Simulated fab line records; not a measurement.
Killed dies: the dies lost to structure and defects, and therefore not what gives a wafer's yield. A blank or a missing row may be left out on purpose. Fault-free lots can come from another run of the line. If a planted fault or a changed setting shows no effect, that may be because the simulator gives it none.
Which of the tools did it? -- flow gf180mcu -- Sampling: 12 lots, 36 wafers, 6 of 602 route steps

## WHAT THE GAUGES SHOWED, per wafer
GF_POLY_GATE_THK_MEAS_01.
lot,measured,on,POLY_GATE_CVD_00_THK (nm)
L825,day 8 12:40,film metro-01,203.3 201.4 202.6
L828,day 9 04:52,film metro-04,200.3 199.6 199.5
L829,day 9 12:47,film metro-01,203.9 203.4 202.2
L831,day 9 22:41,film metro-02,200.0 201.2 201.0
L833,day 10 14:06,film metro-04,201.0 202.1 200.2
L834,day 11 01:47,film metro-01,199.7 197.6 197.5
L835,day 11 07:28,film metro-02,199.1 200.8 199.7
L836,day 11 16:20,film metro-01,199.7 198.8 201.4
L841,day 13 03:37,film metro-04,201.2 200.4 200.2
L843,day 13 14:39,film metro-01,140.7 139.7 141.4
L846,day 15 05:13,film metro-04,141.4 139.6 140.9
L848,day 15 18:10,film metro-04,199.9 199.2 200.0

GF_M1_THK_MEAS_06: measures by xrf.
lot,measured,on,M1_ALCU_THK (nm)
L825,day 16 03:08,film metro-04,447 450 450
L828,day 17 04:53,film metro-01,441 440 442
L829,day 17 12:19,film metro-04,446 449 453
L831,day 18 03:32,film metro-01,444 446 445
L833,day 18 20:03,film metro-04,447 444 449
L834,day 19 12:10,film metro-04,440 443 440
L835,day 19 20:06,film metro-03,443 442 443
L836,day 20 04:07,film metro-04,450 448 447
L841,day 22 02:39,film metro-01,452 454 454
L843,day 22 14:13,film metro-01,447 446 443
L846,day 24 08:31,film metro-04,445 447 443
L848,day 24 23:30,film metro-01,450 448 450

GF_V1_THK_MEAS_03.
lot,measured,on,V1_CVD_02_THK (nm)
L825,day 17 02:25,film metro-01,845 861 861
L828,day 18 05:00,film metro-02,856 854 869
L829,day 18 11:34,film metro-02,841 837 862
L831,day 19 04:23,film metro-01,841 840 837
L833,day 19 21:05,film metro-03,855 848 854
L834,day 20 13:51,film metro-02,851 856 857
L835,day 20 21:20,film metro-02,848 856 858
L836,day 21 04:44,film metro-01,845 859 861
L841,day 23 02:10,film metro-01,850 845 852
L843,day 23 13:20,film metro-03,833 839 835
L846,day 25 06:44,film metro-02,849 849 851
L848,day 25 21:29,film metro-02,848 855 856

## TOOL THAT RAN EACH LOT (tool first, then ch and the chambers of the sampled wafers, then the start)
lot,GF_POLY_GATE_CVD_00,GF_POLY_GATE_ETCH_13,GF_M1_STRIP_17
L825,"lpcvd-02 ch 0, day 8 11:20","rie si-02 ch 0,1,3, day 9 04:58","plasma asher-02 ch 0,1, day 17 01:40"
L828,"lpcvd-01 ch 0, day 9 03:31","rie si-02 ch 1,2,3, day 9 22:34","plasma asher-02 ch 0,1, day 18 04:14"
L829,"lpcvd-01 ch 0, day 9 11:26","rie si-01 ch 0,2, day 10 06:40","plasma asher-02 ch 0,1, day 18 10:48"
L831,"lpcvd-02 ch 1, day 9 21:20","rie si-01 ch 0,2,3, day 10 16:40","plasma asher-01 ch 0,1, day 19 03:38"
L833,"lpcvd-02 ch 1, day 10 12:46","rie si-02 ch 0,2, day 11 08:04","plasma asher-02 ch 1, day 19 20:18"
L834,"lpcvd-01 ch 1, day 10 23:47","rie si-02 ch 1,2,3, day 11 19:53","plasma asher-01 ch 0,1, day 20 13:05"
L835,"lpcvd-02 ch 0, day 11 06:07","rie si-01 ch 0,2,3, day 12 02:35","plasma asher-04 ch 0,1, day 20 20:35"
L836,"lpcvd-02 ch 0, day 11 14:19","rie si-02 ch 1,2,3, day 12 11:28","plasma asher-02 ch 0,1, day 21 04:01"
L841,"lpcvd-01 ch 1, day 13 02:17","rie si-02 ch 0,1, day 13 23:39","plasma asher-01 ch 0,1, day 23 01:24"
L843,"lpcvd-01 ch 0, day 13 13:19","rie si-02 ch 0,1,3, day 14 11:10","plasma asher-04 ch 0,1, day 23 12:36"
L846,"lpcvd-01 ch 0, day 15 03:52","rie si-01 ch 0,2,3, day 16 03:04","plasma asher-02 ch 0,1, day 25 06:00"
L848,"lpcvd-02 ch 0, day 15 16:49","rie si-02 ch 1,3, day 16 16:11","plasma asher-02 ch 0,1, day 25 20:45"
- GF_POLY_GATE_CVD_00: deposits poly-Si, target thk 200 nm, time 1200 s.
- GF_POLY_GATE_ETCH_13: etches poly-Si in HBr/Cl2, stops on SiO2, target depth 198.5 nm, time 69.6 s.
- GF_M1_STRIP_17: strips in O2/N2.

## AS READ BY THE TOOLS THEMSELVES (means over the sampled wafers that have a number; for cases with no such wafer, the mark the record gives instead)
GF_POLY_GATE_CVD_00.
lot,tool,pressure mtorr (mTorr),spike tc lower C (C)
L825,lpcvd-02,200.1,619.3
L828,lpcvd-01,199.4,619.1
L829,lpcvd-01,200.0,619.9
L831,lpcvd-02,200.0,620.6
L833,lpcvd-02,200.1,619.6
L834,lpcvd-01,199.2,619.1
L835,lpcvd-02,200.5,620.6
L836,lpcvd-02,199.6,619.4
L841,lpcvd-01,199.9,618.7
L843,lpcvd-01,100.2,619.8
L846,lpcvd-01,100.1,619.5
L848,lpcvd-02,200.1,620.0

GF_POLY_GATE_ETCH_13.
lot,tool,bias w (W),drypump motor current A (A),oes product au (a.u.),throttle valve pct (%)
L825,rie si-02,100.0,5.5,0.989,33.676
L828,rie si-02,100.0,5.9,0.987,33.669
L829,rie si-01,100.2,5.8,0.996,33.688
L831,rie si-01,99.8,5.5,0.992,33.686
L833,rie si-02,100.2,5.4,0.994,33.685
L834,rie si-02,100.1,5.9,0.984,33.687
L835,rie si-01,99.8,5.5,0.995,33.685
L836,rie si-02,99.7,5.8,0.995,33.675
L841,rie si-02,100.1,5.7,0.996,33.682
L843,rie si-02,99.8,5.6,0.790,33.677
L846,rie si-01,99.9,5.5,0.789,33.684
L848,rie si-02,100.0,5.8,0.989,33.689

GF_M1_STRIP_17.
lot,tool,drypump motor current A (A),heater power w (W),oes product au (a.u.),platen temp c (C),strip time to endpoint s (s)
L825,plasma asher-02,5.6,372,0.541,249.98,7.44
L828,plasma asher-02,5.6,369,0.540,249.94,7.37
L829,plasma asher-02,5.6,362,0.535,250.02,7.34
L831,plasma asher-01,5.1,327,0.540,249.93,7.38
L833,plasma asher-02,5.5,360,0.542,250.13,7.45
L834,plasma asher-01,5.2,332,0.536,250.05,7.38
L835,plasma asher-04,6.0,310,0.536,250.28,7.41
L836,plasma asher-02,5.6,362,0.539,249.92,7.42
L841,plasma asher-01,5.4,318,0.540,250.03,7.42
L843,plasma asher-04,6.0,313,0.537,250.01,7.34
L846,plasma asher-02,5.6,368,0.539,250.07,7.44
L848,plasma asher-02,5.7,371,0.537,249.96,7.39

## THE ANSWER, worked out from the rows above alone
Rule: the usual values come from the lots themselves. Put in order of their means at a reading, lots are off if they are a third of the lots or fewer, leave a main group of 4 or more, and stand apart from it by a gap of 3 or more times the standard deviation of the main group's means; of several such gaps the widest counts. The tables above print the reading to a certain number of digits; a main group whose means all agree to those digits is not used. Also off: a lot with no number at a reading for which 4 or more lots have one. Any other lot the step has rows for is counted as sound. After the gauges, taken in route order, come the tools' own readings; for these a lot's mean is taken, as printed above. The first step at which some lot is off is used, and at that step the reading that is off furthest; a lot without a number counts as furthest.
Off: at GF_POLY_GATE_THK_MEAS_01 (POLY_GATE_CVD_00_THK), L843, L846. The main group has a mean of 200.6 nm with a standard deviation of 1.3.
A tool fits if, at a process step before that reading, it ran every lot that is off, and no sound lot after the first of them. Not tried: the gauges at GF_POLY_GATE_THK_MEAS_01; whatever is off there is also off at GF_POLY_GATE_CVD_00, on other tools, and gauge error can't account for it. One fits: GF_POLY_GATE_CVD_00 on lpcvd-01. A fault onset in the window from L841 (day 13 02:17, its last sound lot) to L843 (day 13 13:19, its first lot off) fits.
The tool's own readings at GF_POLY_GATE_CVD_00 bear it out: on the lots that are off they differ by more than 5 times the standard deviation of the sound lots' means. pressure mtorr reads 100.2 mTorr there against 199.9 mTorr on the sound lots.

## WHAT HAD BEEN PUT IN BY THE SIMULATOR
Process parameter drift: lpcvd-01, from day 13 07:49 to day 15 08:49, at GF_POLY_GATE_CVD_00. Setting pressure mtorr, moved by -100, from 200. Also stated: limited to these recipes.
Lots struck among those shown: L843, L846. The rule above found the same.
